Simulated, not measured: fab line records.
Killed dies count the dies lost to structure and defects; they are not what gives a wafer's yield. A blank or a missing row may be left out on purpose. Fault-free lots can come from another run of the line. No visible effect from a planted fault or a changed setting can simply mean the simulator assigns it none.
Which tool was responsible? / flow gf180mcu / 14 lots with 42 wafers sampled at 3 steps, on a route of 602 steps

== WHAT THE GAUGES READ, wafer by wafer ==
GF_M1_RS_MEAS_05: measurement is done with a four-point probe. Usual: M1_ALCU_RS typically reads 0.0699 ohm/sq, with standard deviation 0.0011.
lot=L883; measured=day 16 06:14; on=film-metro-01; M1_ALCU_RS (ohm/sq)=0.0680 0.0682 0.0703; flag=
lot=L884; measured=day 16 21:14; on=film-metro-04; M1_ALCU_RS (ohm/sq)=0.0676 0.0698 0.0673; flag=
lot=L885; measured=day 17 07:06; on=film-metro-04; M1_ALCU_RS (ohm/sq)=0.0687 0.0701 0.0691; flag=
lot=L886; measured=day 17 12:54; on=film-metro-01; M1_ALCU_RS (ohm/sq)=0.0712 0.0724 0.0709; flag=
lot=L887; measured=day 17 22:46; on=film-metro-04; M1_ALCU_RS (ohm/sq)=0.0697 0.0692 0.0707; flag=
lot=L889; measured=day 18 18:04; on=film-metro-01; M1_ALCU_RS (ohm/sq)=0.0706 0.0714 0.0712; flag=
lot=L890; measured=day 19 05:56; on=film-metro-01; M1_ALCU_RS (ohm/sq)=0.0703 0.0701 0.0708; flag=
lot=L892; measured=day 20 09:44; on=film-metro-01; M1_ALCU_RS (ohm/sq)=0.0691 0.0707 0.0686; flag=
lot=L895; measured=day 20 23:40; on=film-metro-04; M1_ALCU_RS (ohm/sq)=0.0699 0.0684 0.0703; flag=
lot=L898; measured=day 22 09:07; on=film-metro-03; M1_ALCU_RS (ohm/sq)=0.0710 0.0688 0.0711; flag=
lot=L899; measured=day 22 14:31; on=film-metro-04; M1_ALCU_RS (ohm/sq)=0.0708 0.0712 0.0717; flag=
lot=L901; measured=day 23 05:26; on=film-metro-03; M1_ALCU_RS (ohm/sq)=0.0676 0.0694 0.0696; flag=

GF_V1_THK_MEAS_25: measures by xrf. Usual: V1_W_THK typically reads 346 nm, with standard deviation 5.
lot=L883; measured=day 18 06:43; on=film-metro-02; V1_W_THK (nm)=332 337 331; flag=
lot=L884; measured=day 18 23:01; on=film-metro-02; V1_W_THK (nm)=342 345 342; flag=
lot=L885; measured=day 19 09:50; on=film-metro-02; V1_W_THK (nm)=337 343 337; flag=
lot=L886; measured=day 19 14:59; on=film-metro-01; V1_W_THK (nm)=349 347 349; flag=
lot=L887; measured=day 20 01:22; on=film-metro-02; V1_W_THK (nm)=342 340 337; flag=
lot=L889; measured=day 20 21:14; on=film-metro-01; V1_W_THK (nm)=346 348 344; flag=
lot=L890; measured=day 21 08:53; on=film-metro-04; V1_W_THK (nm)=348 345 347; flag=
lot=L892; measured=day 22 13:20; on=film-metro-04; V1_W_THK (nm)=349 346 351; flag=
lot=L895; measured=day 23 00:27; on=film-metro-04; V1_W_THK (nm)=343 353 344; flag=
lot=L898; measured=day 24 10:16; on=film-metro-04; V1_W_THK (nm)=345 346 350; flag=
lot=L899; measured=day 24 15:22; on=film-metro-04; V1_W_THK (nm)=350 356 354; flag=
lot=L901; measured=day 25 04:49; on=film-metro-01; V1_W_THK (nm)=354 352 358; flag=

== WHICH TOOL RAN EACH LOT (tool, then ch and the chambers of the sampled wafers, then the start) ==
lot=L883; GF_HV_LDD_DEVELOP_06=litho-track-04 ch 0, day 10 03:28
lot=L884; GF_HV_LDD_DEVELOP_06=litho-track-02 ch 0, day 10 13:54
lot=L885; GF_HV_LDD_DEVELOP_06=litho-track-02 ch 0, day 10 21:15
lot=L886; GF_HV_LDD_DEVELOP_06=litho-track-02 ch 0, day 11 02:59
lot=L887; GF_HV_LDD_DEVELOP_06=litho-track-02 ch 0, day 11 10:05
lot=L889; GF_HV_LDD_DEVELOP_06=litho-track-02 ch 0, day 12 02:42
lot=L890; GF_HV_LDD_DEVELOP_06=litho-track-04 ch 0, day 12 10:42
lot=L892; GF_HV_LDD_DEVELOP_06=litho-track-04 ch 0, day 13 13:01
lot=L895; GF_HV_LDD_DEVELOP_06=litho-track-02 ch 0, day 13 23:51
lot=L896; GF_HV_LDD_DEVELOP_06=litho-track-04, day 14 10:52
lot=L897; GF_HV_LDD_DEVELOP_06=litho-track-01, day 14 22:35
lot=L898; GF_HV_LDD_DEVELOP_06=litho-track-01 ch 0, day 15 03:43
lot=L899; GF_HV_LDD_DEVELOP_06=litho-track-04 ch 0, day 15 10:19
lot=L901; GF_HV_LDD_DEVELOP_06=litho-track-04 ch 0, day 16 01:17
- GF_HV_LDD_DEVELOP_06: develop time 60 s.

== WHAT THE TOOLS THEMSELVES READ (means of the sampled wafers that have a number; where no wafer has one, the mark that the record gives instead) ==
GF_HV_LDD_DEVELOP_06. Usual: 23.00 C for chill-plate-temp-C, sd 0.11.
lot=L883; tool=litho-track-04; chill-plate-temp-C (C)=23.00; flag=
lot=L884; tool=litho-track-02; chill-plate-temp-C (C)=22.85; flag=
lot=L885; tool=litho-track-02; chill-plate-temp-C (C)=23.23; flag=
lot=L886; tool=litho-track-02; chill-plate-temp-C (C)=22.97; flag=
lot=L887; tool=litho-track-02; chill-plate-temp-C (C)=23.04; flag=
lot=L889; tool=litho-track-02; chill-plate-temp-C (C)=22.93; flag=
lot=L890; tool=litho-track-04; chill-plate-temp-C (C)=22.94; flag=
lot=L892; tool=litho-track-04; chill-plate-temp-C (C)=23.04; flag=
lot=L895; tool=litho-track-02; chill-plate-temp-C (C)=23.05; flag=
lot=L896; tool=litho-track-04; chill-plate-temp-C (C)=-; flag=OFF
lot=L897; tool=litho-track-01; chill-plate-temp-C (C)=-; flag=OFF
lot=L898; tool=litho-track-01; chill-plate-temp-C (C)=23.06; flag=
lot=L899; tool=litho-track-04; chill-plate-temp-C (C)=22.94; flag=
lot=L901; tool=litho-track-04; chill-plate-temp-C (C)=22.95; flag=

== THE ANSWER, worked out from the rows above alone ==
Rule: take the mean of a lot's wafers that have a number; if it is more than 3 standard deviations from the usual mean, the lot is off. A lot without any number at a reading at which 4 lots or more have one is off too. The other lots that the step has rows for count as sound. Order of review: gauges by route order, followed by the tools' own readings, for which a lot's mean as printed above is used. The first step at which some lot is off is used, and at that step the reading that is off furthest; a lot without a number counts as furthest.
Off: L896, L897 (GF_HV_LDD_DEVELOP_06, chill-plate-temp-C). Without a number there: L896, L897.
A tool fits if, at that step or a process step before it, it ran every lot that is off, and no sound lot after the first of them. No candidate that was tried fits.

== WHAT THE SIMULATOR HAD INSERTED ==
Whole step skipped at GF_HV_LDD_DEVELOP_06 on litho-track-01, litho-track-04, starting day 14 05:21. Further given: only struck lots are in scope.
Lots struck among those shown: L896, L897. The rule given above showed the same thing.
